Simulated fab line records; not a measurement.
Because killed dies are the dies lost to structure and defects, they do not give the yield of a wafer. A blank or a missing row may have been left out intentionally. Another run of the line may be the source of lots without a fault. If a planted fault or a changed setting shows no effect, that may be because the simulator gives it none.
fab line records || flow sky130
[record] {"lots": 5, "wafers": 14, "last_day": 50}
route steps=708 shown POLY_CUT@314 SD_P@320
lots with no fault: from the same line, run without faults
start_h: hours from the record's first day to the start of the lot's first wafer shown || wait_h: how many hours have passed since the lot's step before this one || " unchanged from the row above || L1.1+2: a single row standing in for several wafers || - value missing, or start not given || * or withheld: withheld || < > ~ a bound
route shown NAME@n: names a module that has steps shown in the file, with the first one's number in the route || usual: mean/standard deviation taken from wafers without a fault || same: alike in all rows || chamber/n: place in a boat || sites: each site's reading || _std_site: standard deviation across them || _edge_site: outer sites' mean less inner sites' || radius_mm: for every site, how far away it sits from the centre of the wafer || mask NAME#n: copy n || behind: the most recent tool/chamber to have shaped the wafer || hold: cause of the lot's hold/its duration in hours/its outcome || device: which transistor (n, p or np) failed to switch || end of line: the tests these same wafers got at the end of their route || a step given without rows: its recipe and nothing more || killed: at the first sort, the dies lost to defects and structure; wafer yield is something else || map: dies across one wafer; x = killed, . = not, _ = none there
set.NAME: setting as actually run; set.NAME@STEP: the setting as run at that earlier step || model.NAME: the simulator's own value behind a step, which no gauge read
lots at some steps of the route; a table a step, a row a wafer
services: a tool's chamber out of use, with start hour (start_h, from the record's first day; less than 0 if before it), hours out, and reason
[[steps]]
[step SKY_POLY_CUT_DEVELOP_07]
[recipe] {"develop_time_s": 60, "resist": "KrF-thick", "dev_temp_c": 21}
[step SKY_POLY_CUT_CD_MEAS_08]
[recipe] {"target_cd_nm": 270}
[usual] {"cd_nm": "270.1/1.4"}
{"lot.wafer": "L706.3", "tool": "cd_sem-02", "chamber": "-", "start_h": 617.56, "wait_h": "-", "cd_nm": 270.3}
{"lot.wafer": "L706.4", "tool": "cd_sem-02", "chamber": "-", "start_h": 617.56, "wait_h": "-", "cd_nm": 272.1}
{"lot.wafer": "L706.5", "tool": "cd_sem-02", "chamber": "-", "start_h": 617.56, "wait_h": "-", "cd_nm": 271.7}
{"lot.wafer": "L705.1", "tool": "cd_sem-02", "chamber": "-", "start_h": 619.32, "wait_h": "-", "cd_nm": 270.1}
{"lot.wafer": "L705.3", "tool": "cd_sem-02", "chamber": "-", "start_h": 619.32, "wait_h": "-", "cd_nm": 271.2}
{"lot.wafer": "L705.4", "tool": "cd_sem-02", "chamber": "-", "start_h": 619.32, "wait_h": "-", "cd_nm": 269.7}
{"lot.wafer": "L713.1", "tool": "cd_sem-01", "chamber": "-", "start_h": 665.01, "wait_h": "-", "cd_nm": 268.0}
{"lot.wafer": "L713.2", "tool": "cd_sem-01", "chamber": "-", "start_h": 665.01, "wait_h": "-", "cd_nm": 268.8}
{"lot.wafer": "L713.6", "tool": "cd_sem-01", "chamber": "-", "start_h": 665.01, "wait_h": "-", "cd_nm": 269.3}
{"lot.wafer": "L718.4", "tool": "cd_sem-02", "chamber": "-", "start_h": 704.40, "wait_h": "-", "cd_nm": 270.7}
{"lot.wafer": "L718.6", "tool": "cd_sem-02", "chamber": "-", "start_h": 704.40, "wait_h": "-", "cd_nm": 268.9}
{"lot.wafer": "L724.1", "tool": "cd_sem-02", "chamber": "-", "start_h": 739.61, "wait_h": "-", "cd_nm": 269.0}
{"lot.wafer": "L724.4", "tool": "cd_sem-02", "chamber": "-", "start_h": 739.61, "wait_h": "-", "cd_nm": 269.0}
{"lot.wafer": "L724.5", "tool": "cd_sem-02", "chamber": "-", "start_h": 739.61, "wait_h": "-", "cd_nm": 269.5}
[step SKY_POLY_CUT_OVL_MEAS_09]
[usual] {"POLY_CUT_OVL": "2/4.6"}
{"lot.wafer": "L706.3", "tool": "overlay-02", "chamber": "-", "start_h": 617.65, "wait_h": 0.1, "POLY_CUT_OVL[nm]": -10}
{"lot.wafer": "L706.4", "tool": "overlay-02", "chamber": "-", "start_h": 617.65, "wait_h": 0.1, "POLY_CUT_OVL[nm]": -6}
{"lot.wafer": "L706.5", "tool": "overlay-02", "chamber": "-", "start_h": 617.65, "wait_h": 0.1, "POLY_CUT_OVL[nm]": -6}
{"lot.wafer": "L705.1", "tool": "overlay-01", "chamber": "-", "start_h": 619.44, "wait_h": 0.1, "POLY_CUT_OVL[nm]": 4}
{"lot.wafer": "L705.3", "tool": "overlay-01", "chamber": "-", "start_h": 619.44, "wait_h": 0.1, "POLY_CUT_OVL[nm]": 16}
{"lot.wafer": "L705.4", "tool": "overlay-01", "chamber": "-", "start_h": 619.44, "wait_h": 0.1, "POLY_CUT_OVL[nm]": 3}
{"lot.wafer": "L713.1", "tool": "overlay-01", "chamber": "-", "start_h": 665.13, "wait_h": 0.1, "POLY_CUT_OVL[nm]": 0}
{"lot.wafer": "L713.2", "tool": "overlay-01", "chamber": "-", "start_h": 665.13, "wait_h": 0.1, "POLY_CUT_OVL[nm]": -1}
{"lot.wafer": "L713.6", "tool": "overlay-01", "chamber": "-", "start_h": 665.13, "wait_h": 0.1, "POLY_CUT_OVL[nm]": -1}
{"lot.wafer": "L718.4", "tool": "overlay-02", "chamber": "-", "start_h": 704.48, "wait_h": 0.1, "POLY_CUT_OVL[nm]": 1}
{"lot.wafer": "L718.6", "tool": "overlay-02", "chamber": "-", "start_h": 704.48, "wait_h": 0.1, "POLY_CUT_OVL[nm]": -2}
{"lot.wafer": "L724.1", "tool": "overlay-02", "chamber": "-", "start_h": 739.73, "wait_h": 0.1, "POLY_CUT_OVL[nm]": -2}
{"lot.wafer": "L724.4", "tool": "overlay-02", "chamber": "-", "start_h": 739.73, "wait_h": 0.1, "POLY_CUT_OVL[nm]": -1}
{"lot.wafer": "L724.5", "tool": "overlay-02", "chamber": "-", "start_h": 739.73, "wait_h": 0.1, "POLY_CUT_OVL[nm]": -1}
[step SKY_POLY_CUT_ETCH_10]
[recipe] {"chemistry": "N2/H2", "target": "BARC", "ion_energy_ev": 200, "source_w": 500, "bias_w": 100, "pressure_mtorr": 30, "n2_flow_sccm": 100, "h2_flow_sccm": 200, "stop_on": "SiO2", "time_s": 45.9, "target_depth_a": 600}
[usual] {"drypump_motor_current_A": "5.70/0.3", "n2_flow_sccm": "99.97/0.28", "oes_product_au": "0.854/0.0046", "rf_fwd_power_W": "495.1/1.8", "throttle_valve_pct": "13.226/0.0091"}
{"lot.wafer": "L706.3", "tool": "rie_diel-04", "chamber": 0, "start_h": 617.67, "wait_h": 0.0, "drypump_motor_current_A": 5.84, "n2_flow_sccm": 100.01, "oes_product_au": 0.842, "rf_fwd_power_W": 495.3, "rf_hours_counter_h": 17, "throttle_valve_pct": 13.225}
{"lot.wafer": "L706.4", "tool": "rie_diel-04", "chamber": 3, "start_h": 617.67, "wait_h": 0.0, "drypump_motor_current_A": 5.55, "n2_flow_sccm": 100.37, "oes_product_au": 0.848, "rf_fwd_power_W": 495.7, "rf_hours_counter_h": 55, "throttle_valve_pct": 13.203}
{"lot.wafer": "L706.5", "tool": "rie_diel-04", "chamber": 1, "start_h": 617.67, "wait_h": 0.0, "drypump_motor_current_A": 6.04, "n2_flow_sccm": 100.14, "oes_product_au": 0.849, "rf_fwd_power_W": 494.1, "rf_hours_counter_h": "-", "throttle_valve_pct": 13.217}
{"lot.wafer": "L705.1", "tool": "rie_diel-03", "chamber": 2, "start_h": 619.47, "wait_h": 0.0, "drypump_motor_current_A": 5.69, "n2_flow_sccm": 99.58, "oes_product_au": 0.861, "rf_fwd_power_W": 493.7, "rf_hours_counter_h": 0, "throttle_valve_pct": 13.233}
{"lot.wafer": "L705.3", "tool": "rie_diel-03", "chamber": 0, "start_h": 619.47, "wait_h": 0.0, "drypump_motor_current_A": 6.00, "n2_flow_sccm": 100.54, "oes_product_au": 0.854, "rf_fwd_power_W": 494.1, "rf_hours_counter_h": 26, "throttle_valve_pct": 13.238}
{"lot.wafer": "L705.4", "tool": "rie_diel-03", "chamber": 1, "start_h": 619.47, "wait_h": 0.0, "drypump_motor_current_A": 5.49, "n2_flow_sccm": 100.30, "oes_product_au": 0.854, "rf_fwd_power_W": 495.9, "rf_hours_counter_h": 4, "throttle_valve_pct": 13.223}
{"lot.wafer": "L713.1", "tool": "rie_diel-03", "chamber": 2, "start_h": 665.16, "wait_h": 0.0, "drypump_motor_current_A": 5.65, "n2_flow_sccm": 99.81, "oes_product_au": 0.860, "rf_fwd_power_W": 494.9, "rf_hours_counter_h": 1, "throttle_valve_pct": 13.227}
{"lot.wafer": "L713.2", "tool": "rie_diel-03", "chamber": 1, "start_h": 665.16, "wait_h": 0.0, "drypump_motor_current_A": 5.54, "n2_flow_sccm": 99.85, "oes_product_au": 0.857, "rf_fwd_power_W": 496.9, "rf_hours_counter_h": 5, "throttle_valve_pct": 13.227}
{"lot.wafer": "L713.6", "tool": "rie_diel-03", "chamber": 0, "start_h": 665.16, "wait_h": 0.0, "drypump_motor_current_A": 6.02, "n2_flow_sccm": 100.05, "oes_product_au": 0.857, "rf_fwd_power_W": 498.8, "rf_hours_counter_h": "-", "throttle_valve_pct": 13.222}
{"lot.wafer": "L718.4", "tool": "rie_diel-04", "chamber": 2, "start_h": 704.52, "wait_h": 0.0, "drypump_motor_current_A": 5.65, "n2_flow_sccm": 99.98, "oes_product_au": 0.844, "rf_fwd_power_W": 496.7, "rf_hours_counter_h": "-", "throttle_valve_pct": 13.238}
{"lot.wafer": "L718.6", "tool": "rie_diel-04", "chamber": 3, "start_h": 704.52, "wait_h": 0.0, "drypump_motor_current_A": 5.55, "n2_flow_sccm": 100.49, "oes_product_au": 0.857, "rf_fwd_power_W": 495.0, "rf_hours_counter_h": "-", "throttle_valve_pct": 13.220}
{"lot.wafer": "L724.1", "tool": "rie_diel-03", "chamber": 1, "start_h": 739.76, "wait_h": 0.0, "drypump_motor_current_A": 5.55, "n2_flow_sccm": 99.77, "oes_product_au": 0.862, "rf_fwd_power_W": 494.3, "rf_hours_counter_h": 7, "throttle_valve_pct": 13.219}
{"lot.wafer": "L724.4", "tool": "rie_diel-03", "chamber": 0, "start_h": 739.76, "wait_h": 0.0, "drypump_motor_current_A": 6.02, "n2_flow_sccm": 100.42, "oes_product_au": 0.853, "rf_fwd_power_W": 496.0, "rf_hours_counter_h": 29, "throttle_valve_pct": 13.217}
{"lot.wafer": "L724.5", "tool": "rie_diel-03", "chamber": 2, "start_h": 739.76, "wait_h": 0.0, "drypump_motor_current_A": 5.66, "n2_flow_sccm": 99.66, "oes_product_au": 0.847, "rf_fwd_power_W": 496.4, "rf_hours_counter_h": "-", "throttle_valve_pct": 13.220}
[step SKY_POLY_CUT_ETCH_11]
[recipe] {"target": "Si3N4", "chemistry": "CF4/CH2F2/Ar", "stop_on": "poly-Si", "source_w": 600, "bias_w": 150, "pressure_mtorr": 40, "cf4_flow_sccm": 40, "ch2f2_flow_sccm": 20, "Ar_flow_sccm": 150, "time_s": 42.5, "target_depth_a": 600}
[usual] {"drypump_motor_current_A": "5.70/0.29", "oes_product_au": "0.830/0.0063", "rf_fwd_power_W": "593.7/2", "throttle_valve_pct": "14.993/0.0095"}
{"lot.wafer": "L706.3", "tool": "rie_diel-04", "chamber": 0, "start_h": 617.72, "wait_h": 0.0, "drypump_motor_current_A": 5.81, "oes_product_au": 0.826, "rf_fwd_power_W": 591.8, "rf_hours_counter_h": 17, "throttle_valve_pct": 15.000}
{"lot.wafer": "L706.4", "tool": "rie_diel-04", "chamber": 3, "start_h": 617.72, "wait_h": 0.0, "drypump_motor_current_A": 5.55, "oes_product_au": 0.827, "rf_fwd_power_W": 594.5, "rf_hours_counter_h": 55, "throttle_valve_pct": 14.996}
{"lot.wafer": "L706.5", "tool": "rie_diel-04", "chamber": 1, "start_h": 617.72, "wait_h": 0.0, "drypump_motor_current_A": 6.06, "oes_product_au": 0.831, "rf_fwd_power_W": 594.3, "rf_hours_counter_h": "-", "throttle_valve_pct": 14.980}
{"lot.wafer": "L705.1", "tool": "rie_diel-03", "chamber": 2, "start_h": 619.52, "wait_h": 0.0, "drypump_motor_current_A": 5.66, "oes_product_au": 0.827, "rf_fwd_power_W": 596.0, "rf_hours_counter_h": 0, "throttle_valve_pct": 14.996}
{"lot.wafer": "L705.3", "tool": "rie_diel-03", "chamber": 0, "start_h": 619.52, "wait_h": 0.0, "drypump_motor_current_A": 6.01, "oes_product_au": 0.831, "rf_fwd_power_W": 591.5, "rf_hours_counter_h": 26, "throttle_valve_pct": 14.978}
{"lot.wafer": "L705.4", "tool": "rie_diel-03", "chamber": 1, "start_h": 619.52, "wait_h": 0.0, "drypump_motor_current_A": 5.52, "oes_product_au": 0.838, "rf_fwd_power_W": 592.8, "rf_hours_counter_h": 4, "throttle_valve_pct": 14.988}
{"lot.wafer": "L713.1", "tool": "rie_diel-03", "chamber": 2, "start_h": 665.20, "wait_h": 0.0, "drypump_motor_current_A": 5.64, "oes_product_au": 0.839, "rf_fwd_power_W": 592.4, "rf_hours_counter_h": 1, "throttle_valve_pct": 14.996}
{"lot.wafer": "L713.2", "tool": "rie_diel-03", "chamber": 1, "start_h": 665.20, "wait_h": 0.0, "drypump_motor_current_A": 5.55, "oes_product_au": 0.838, "rf_fwd_power_W": 594.6, "rf_hours_counter_h": 5, "throttle_valve_pct": 14.992}
{"lot.wafer": "L713.6", "tool": "rie_diel-03", "chamber": 0, "start_h": 665.20, "wait_h": 0.0, "drypump_motor_current_A": 6.00, "oes_product_au": 0.833, "rf_fwd_power_W": 594.1, "rf_hours_counter_h": "-", "throttle_valve_pct": 15.003}
{"lot.wafer": "L718.4", "tool": "rie_diel-04", "chamber": 2, "start_h": 704.56, "wait_h": 0.0, "drypump_motor_current_A": 5.65, "oes_product_au": 0.819, "rf_fwd_power_W": 592.4, "rf_hours_counter_h": "-", "throttle_valve_pct": 14.996}
{"lot.wafer": "L718.6", "tool": "rie_diel-04", "chamber": 3, "start_h": 704.56, "wait_h": 0.0, "drypump_motor_current_A": 5.59, "oes_product_au": 0.827, "rf_fwd_power_W": 596.5, "rf_hours_counter_h": "-", "throttle_valve_pct": 14.999}
{"lot.wafer": "L724.1", "tool": "rie_diel-03", "chamber": 1, "start_h": 739.80, "wait_h": 0.0, "drypump_motor_current_A": 5.55, "oes_product_au": 0.816, "rf_fwd_power_W": 595.4, "rf_hours_counter_h": 7, "throttle_valve_pct": 14.987}
{"lot.wafer": "L724.4", "tool": "rie_diel-03", "chamber": 0, "start_h": 739.80, "wait_h": 0.0, "drypump_motor_current_A": 5.99, "oes_product_au": 0.816, "rf_fwd_power_W": 591.9, "rf_hours_counter_h": 29, "throttle_valve_pct": 15.007}
{"lot.wafer": "L724.5", "tool": "rie_diel-03", "chamber": 2, "start_h": 739.80, "wait_h": 0.0, "drypump_motor_current_A": 5.66, "oes_product_au": 0.830, "rf_fwd_power_W": 592.6, "rf_hours_counter_h": "-", "throttle_valve_pct": 15.005}
[step SKY_POLY_CUT_STRIP_12]
[recipe] {"chemistry": "O2/N2", "power_w": 1400, "pressure_mtorr": 1500, "platen_temp_c": "withheld", "o2_flow_sccm": 3000, "n2_flow_sccm": 300, "overash_fraction": 0.5}
[usual] {"drypump_motor_current_A": "5.8/0.54", "n2_flow_sccm": "300.1/0.86", "oes_product_au": "0.453/0.0046", "strip_time_to_endpoint_s": "5.353/0.013"}
{"lot.wafer": "L706.3", "tool": "plasma_asher-03", "chamber": 0, "start_h": 617.79, "wait_h": 0.1, "drypump_motor_current_A": 6.2, "n2_flow_sccm": 300.8, "oes_product_au": 0.451, "rf_hours_counter_h": "-", "strip_time_to_endpoint_s": 5.356}
{"lot.wafer": "L706.4", "tool": "plasma_asher-03", "chamber": 1, "start_h": 617.79, "wait_h": 0.1, "drypump_motor_current_A": 5.6, "n2_flow_sccm": 299.5, "oes_product_au": 0.454, "rf_hours_counter_h": "-", "strip_time_to_endpoint_s": 5.359}
{"lot.wafer": "L706.5", "tool": "plasma_asher-03", "chamber": 0, "start_h": 617.79, "wait_h": 0.1, "drypump_motor_current_A": 6.2, "n2_flow_sccm": 300.3, "oes_product_au": 0.441, "rf_hours_counter_h": "-", "strip_time_to_endpoint_s": 5.355}
{"lot.wafer": "L705.1", "tool": "plasma_asher-02", "chamber": 1, "start_h": 619.56, "wait_h": 0.0, "drypump_motor_current_A": 5.7, "n2_flow_sccm": 300.3, "oes_product_au": 0.455, "rf_hours_counter_h": 52, "strip_time_to_endpoint_s": 5.356}
{"lot.wafer": "L705.3", "tool": "plasma_asher-02", "chamber": 0, "start_h": 619.56, "wait_h": 0.0, "drypump_motor_current_A": 6.7, "n2_flow_sccm": 299.1, "oes_product_au": 0.450, "rf_hours_counter_h": "-", "strip_time_to_endpoint_s": 5.333}
{"lot.wafer": "L705.4", "tool": "plasma_asher-02", "chamber": 1, "start_h": 619.56, "wait_h": 0.0, "drypump_motor_current_A": 5.7, "n2_flow_sccm": 300.4, "oes_product_au": 0.450, "rf_hours_counter_h": "-", "strip_time_to_endpoint_s": 5.347}
{"lot.wafer": "L713.1", "tool": "plasma_asher-03", "chamber": 0, "start_h": 665.24, "wait_h": 0.0, "drypump_motor_current_A": 6.2, "n2_flow_sccm": 299.3, "oes_product_au": 0.451, "rf_hours_counter_h": 93, "strip_time_to_endpoint_s": 5.352}
{"lot.wafer": "L713.2", "tool": "plasma_asher-03", "chamber": 1, "start_h": 665.24, "wait_h": 0.0, "drypump_motor_current_A": 5.6, "n2_flow_sccm": 302.3, "oes_product_au": 0.447, "rf_hours_counter_h": 93, "strip_time_to_endpoint_s": 5.361}
{"lot.wafer": "L713.6", "tool": "plasma_asher-03", "chamber": 1, "start_h": 665.24, "wait_h": 0.0, "drypump_motor_current_A": 5.6, "n2_flow_sccm": 300.6, "oes_product_au": 0.454, "rf_hours_counter_h": "-", "strip_time_to_endpoint_s": 5.355}
{"lot.wafer": "L718.4", "tool": "plasma_asher-02", "chamber": 0, "start_h": 704.61, "wait_h": 0.0, "drypump_motor_current_A": 6.7, "n2_flow_sccm": 300.0, "oes_product_au": 0.455, "rf_hours_counter_h": "-", "strip_time_to_endpoint_s": 5.355}
{"lot.wafer": "L718.6", "tool": "plasma_asher-02", "chamber": 1, "start_h": 704.61, "wait_h": 0.0, "drypump_motor_current_A": 5.7, "n2_flow_sccm": 301.2, "oes_product_au": 0.447, "rf_hours_counter_h": "-", "strip_time_to_endpoint_s": 5.367}
{"lot.wafer": "L724.1", "tool": "plasma_asher-02", "chamber": 0, "start_h": 739.84, "wait_h": 0.0, "drypump_motor_current_A": 6.7, "n2_flow_sccm": 298.8, "oes_product_au": 0.457, "rf_hours_counter_h": 62, "strip_time_to_endpoint_s": 5.347}
{"lot.wafer": "L724.4", "tool": "plasma_asher-02", "chamber": 0, "start_h": 739.84, "wait_h": 0.0, "drypump_motor_current_A": 6.7, "n2_flow_sccm": 300.3, "oes_product_au": 0.446, "rf_hours_counter_h": "-", "strip_time_to_endpoint_s": 5.370}
{"lot.wafer": "L724.5", "tool": "plasma_asher-02", "chamber": 1, "start_h": 739.84, "wait_h": 0.0, "drypump_motor_current_A": 5.7, "n2_flow_sccm": 300.6, "oes_product_au": 0.444, "rf_hours_counter_h": "-", "strip_time_to_endpoint_s": 5.347}
[step SKY_SD_P_DEHYDRATE_00]
[recipe] {"temp_c": 200, "time_s": 60}
[step SKY_SD_P_HMDS_01]
[recipe] {"prime_time_s": 60, "prime_temp_c": 120}
[step SKY_SD_P_COAT_02]
[recipe] {"resist": "NOVOLAK", "spin_rpm": 3000, "resist_thk_nm": 1140}
[step SKY_SD_P_SOFTBAKE_03]
[recipe] {"temp_c": 90, "time_s": 60, "resist": "NOVOLAK"}
[step SKY_SD_P_EXPOSE_04]
[recipe] {"mask_id": "PSDM", "na": 0.6, "source_shape": "conventional", "sigma_outer": 0.6, "polarization": "unpolarized", "target_cd_nm": 380, "dose_mj": 138}
[step SKY_SD_P_PEB_05]
[recipe] {"temp_c": "withheld", "time_s": "*", "resist": "NOVOLAK"}
[step SKY_SD_P_DEVELOP_06]
[recipe] {"resist": "NOVOLAK", "developer": "TMAH", "develop_time_s": 60, "dev_temp_c": 23}
[usual] {"resist_line_temp_C": "22.98/0.11"}
{"lot.wafer": "L706.3", "tool": "litho_track-04", "chamber": 0, "start_h": 646.01, "wait_h": 0.1, "resist_line_temp_C": 23.04}
{"lot.wafer": "L706.4", "tool": "litho_track-04", "chamber": 0, "start_h": 646.01, "wait_h": 0.1, "resist_line_temp_C": 23.08}
{"lot.wafer": "L706.5", "tool": "litho_track-04", "chamber": 0, "start_h": 646.01, "wait_h": 0.1, "resist_line_temp_C": 23.08}
{"lot.wafer": "L705.1", "tool": "litho_track-03", "chamber": 0, "start_h": 648.49, "wait_h": 0.1, "resist_line_temp_C": 22.85}
{"lot.wafer": "L705.3", "tool": "litho_track-03", "chamber": 0, "start_h": 648.49, "wait_h": 0.1, "resist_line_temp_C": 22.89}
{"lot.wafer": "L705.4", "tool": "litho_track-03", "chamber": 0, "start_h": 648.49, "wait_h": 0.1, "resist_line_temp_C": 22.95}
{"lot.wafer": "L713.1", "tool": "litho_track-01", "chamber": 0, "start_h": 693.17, "wait_h": 0.1, "resist_line_temp_C": 23.15}
{"lot.wafer": "L713.2", "tool": "litho_track-01", "chamber": 0, "start_h": 693.17, "wait_h": 0.1, "resist_line_temp_C": 22.99}
{"lot.wafer": "L713.6", "tool": "litho_track-01", "chamber": 0, "start_h": 693.17, "wait_h": 0.1, "resist_line_temp_C": 22.98}
{"lot.wafer": "L718.4", "tool": "litho_track-04", "chamber": 0, "start_h": 732.44, "wait_h": 0.1, "resist_line_temp_C": 23.05}
{"lot.wafer": "L718.6", "tool": "litho_track-04", "chamber": 0, "start_h": 732.44, "wait_h": 0.1, "resist_line_temp_C": 23.06}
{"lot.wafer": "L724.1", "tool": "litho_track-03", "chamber": 0, "start_h": 765.89, "wait_h": 0.1, "resist_line_temp_C": 23.01}
{"lot.wafer": "L724.4", "tool": "litho_track-03", "chamber": 0, "start_h": 765.89, "wait_h": 0.1, "resist_line_temp_C": 23.06}
{"lot.wafer": "L724.5", "tool": "litho_track-03", "chamber": 0, "start_h": 765.89, "wait_h": 0.1, "resist_line_temp_C": 22.91}
[step SKY_SD_P_CD_MEAS_07]
[recipe] {"target_cd_nm": 380}
[usual] {"cd_nm": "379.6/2.8"}
{"lot.wafer": "L706.3", "tool": "cd_sem-01", "chamber": "-", "start_h": 646.15, "wait_h": 0.1, "cd_nm": 375.3}
{"lot.wafer": "L706.4", "tool": "cd_sem-01", "chamber": "-", "start_h": 646.15, "wait_h": 0.1, "cd_nm": 380.0}
{"lot.wafer": "L706.5", "tool": "cd_sem-01", "chamber": "-", "start_h": 646.15, "wait_h": 0.1, "cd_nm": 377.4}
{"lot.wafer": "L705.1", "tool": "cd_sem-02", "chamber": "-", "start_h": 648.64, "wait_h": 0.1, "cd_nm": 380.8}
{"lot.wafer": "L705.3", "tool": "cd_sem-02", "chamber": "-", "start_h": 648.64, "wait_h": 0.1, "cd_nm": 379.4}
{"lot.wafer": "L705.4", "tool": "cd_sem-02", "chamber": "-", "start_h": 648.64, "wait_h": 0.1, "cd_nm": 380.5}
{"lot.wafer": "L713.1", "tool": "cd_sem-01", "chamber": "-", "start_h": 693.32, "wait_h": 0.1, "cd_nm": 380.1}
{"lot.wafer": "L713.2", "tool": "cd_sem-01", "chamber": "-", "start_h": 693.32, "wait_h": 0.1, "cd_nm": 381.4}
{"lot.wafer": "L713.6", "tool": "cd_sem-01", "chamber": "-", "start_h": 693.32, "wait_h": 0.1, "cd_nm": 383.4}
{"lot.wafer": "L718.4", "tool": "cd_sem-02", "chamber": "-", "start_h": 732.57, "wait_h": 0.1, "cd_nm": 340.0}
{"lot.wafer": "L718.6", "tool": "cd_sem-02", "chamber": "-", "start_h": 732.57, "wait_h": 0.1, "cd_nm": 338.9}
{"lot.wafer": "L724.1", "tool": "cd_sem-01", "chamber": "-", "start_h": 766.04, "wait_h": 0.1, "cd_nm": 377.8}
{"lot.wafer": "L724.4", "tool": "cd_sem-01", "chamber": "-", "start_h": 766.04, "wait_h": 0.1, "cd_nm": 379.9}
{"lot.wafer": "L724.5", "tool": "cd_sem-01", "chamber": "-", "start_h": 766.04, "wait_h": 0.1, "cd_nm": 381.3}
[step SKY_SD_P_OVL_MEAS_08]
[usual] {"SD_P_OVL": "-0.2/1.5"}
{"lot.wafer": "L706.3", "tool": "overlay-01", "chamber": "-", "start_h": 646.24, "wait_h": 0.1, "SD_P_OVL[nm]": 0.7}
{"lot.wafer": "L706.4", "tool": "overlay-01", "chamber": "-", "start_h": 646.24, "wait_h": 0.1, "SD_P_OVL[nm]": -0.5}
{"lot.wafer": "L706.5", "tool": "overlay-01", "chamber": "-", "start_h": 646.24, "wait_h": 0.1, "SD_P_OVL[nm]": 0.2}
{"lot.wafer": "L705.1", "tool": "overlay-01", "chamber": "-", "start_h": 648.76, "wait_h": 0.1, "SD_P_OVL[nm]": -1.4}
{"lot.wafer": "L705.3", "tool": "overlay-01", "chamber": "-", "start_h": 648.76, "wait_h": 0.1, "SD_P_OVL[nm]": -1.7}
{"lot.wafer": "L705.4", "tool": "overlay-01", "chamber": "-", "start_h": 648.76, "wait_h": 0.1, "SD_P_OVL[nm]": -2.5}
{"lot.wafer": "L713.1", "tool": "overlay-01", "chamber": "-", "start_h": 693.44, "wait_h": 0.1, "SD_P_OVL[nm]": 0.0}
{"lot.wafer": "L713.2", "tool": "overlay-01", "chamber": "-", "start_h": 693.44, "wait_h": 0.1, "SD_P_OVL[nm]": 0.3}
{"lot.wafer": "L713.6", "tool": "overlay-01", "chamber": "-", "start_h": 693.44, "wait_h": 0.1, "SD_P_OVL[nm]": -0.2}
{"lot.wafer": "L718.4", "tool": "overlay-01", "chamber": "-", "start_h": 732.65, "wait_h": 0.1, "SD_P_OVL[nm]": 0.7}
{"lot.wafer": "L718.6", "tool": "overlay-01", "chamber": "-", "start_h": 732.65, "wait_h": 0.1, "SD_P_OVL[nm]": -1.4}
{"lot.wafer": "L724.1", "tool": "overlay-02", "chamber": "-", "start_h": 766.16, "wait_h": 0.1, "SD_P_OVL[nm]": -0.7}
{"lot.wafer": "L724.4", "tool": "overlay-02", "chamber": "-", "start_h": 766.16, "wait_h": 0.1, "SD_P_OVL[nm]": -0.1}
{"lot.wafer": "L724.5", "tool": "overlay-02", "chamber": "-", "start_h": 766.16, "wait_h": 0.1, "SD_P_OVL[nm]": 1.3}
[[services]]
{"tool": "plasma_asher-02", "chamber": "-", "start_h": 605.16, "hours": 0.5, "kind": "repair"}
{"tool": "plasma_asher-02", "chamber": "-", "start_h": 621.26, "hours": 28.1, "kind": "pm"}
{"tool": "plasma_asher-03", "chamber": "-", "start_h": 679.06, "hours": 3.1, "kind": "repair"}
{"tool": "plasma_asher-02", "chamber": "-", "start_h": 692.86, "hours": 2.8, "kind": "pm"}
{"tool": "rie_diel-04", "chamber": 3, "start_h": 694.70, "hours": 8.5, "kind": "repair"}
{"tool": "rie_diel-04", "chamber": 0, "start_h": 702.39, "hours": 3.8, "kind": "repair"}
{"tool": "rie_diel-04", "chamber": 3, "start_h": 706.22, "hours": "-", "kind": "clean"}
{"tool": "rie_diel-04", "chamber": 3, "start_h": 706.22, "hours": 17.3, "kind": "scheduled_down"}
{"tool": "rie_diel-04", "chamber": 3, "start_h": 706.22, "hours": 17.3, "kind": "vent_cycle"}
{"tool": "plasma_asher-03", "chamber": "-", "start_h": 726.85, "hours": 3.9, "kind": "repair"}
{"tool": "plasma_asher-03", "chamber": "-", "start_h": 733.75, "hours": 9.0, "kind": "pm"}
{"tool": "plasma_asher-03", "chamber": 0, "start_h": 733.75, "hours": 9.0, "kind": "vent_cycle"}
{"tool": "plasma_asher-03", "chamber": 1, "start_h": 733.75, "hours": 9.0, "kind": "vent_cycle"}
{"tool": "plasma_asher-03", "chamber": "-", "start_h": 738.77, "hours": 3.7, "kind": "repair"}
{"tool": "rie_diel-04", "chamber": 2, "start_h": 739.08, "hours": 7.0, "kind": "repair"}
{"tool": "plasma_asher-03", "chamber": 0, "start_h": 742.75, "hours": "-", "kind": "clean"}
{"tool": "plasma_asher-03", "chamber": 1, "start_h": 742.75, "hours": "-", "kind": "clean"}
{"tool": "rie_diel-03", "chamber": 3, "start_h": 749.04, "hours": 3.4, "kind": "repair"}
[[key]]
[first_sign] {"step": "SKY_SD_P_CD_MEAS_07", "reading": "cd_nm", "direction": "down", "sigmas": 14, "usual": 379.6, "struck": 339.4}
effect none on later readings
met_at SKY_SD_P_DEVELOP_06
struck_wafers L718.4,L718.6
tester_left_out L718
onset_between 646.01 732.44
also_fits SKY_POLY_CUT_ETCH_10:rie_diel-04,SKY_POLY_CUT_ETCH_11:rie_diel-04
[fault] {"kind": "process_parameter_drift", "tool": "litho_track-04", "chamber": "-", "onset_h": 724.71, "steps": "SKY_SD_P_DEVELOP_06", "channel": "develop_time_s", "offset": "*", "shape": "step", "end_h": 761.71, "scope": "struck_wafers_only", "acts_in": "*", "stated": "*"}
// tester_left_out: of these lots the tester's yield and bins aren't shown, on N5 and GAA mostly nor the transistor test; their killed dies are dies lost to structure and defects alone, not to doping, threshold or leakage, so they don't give the yield
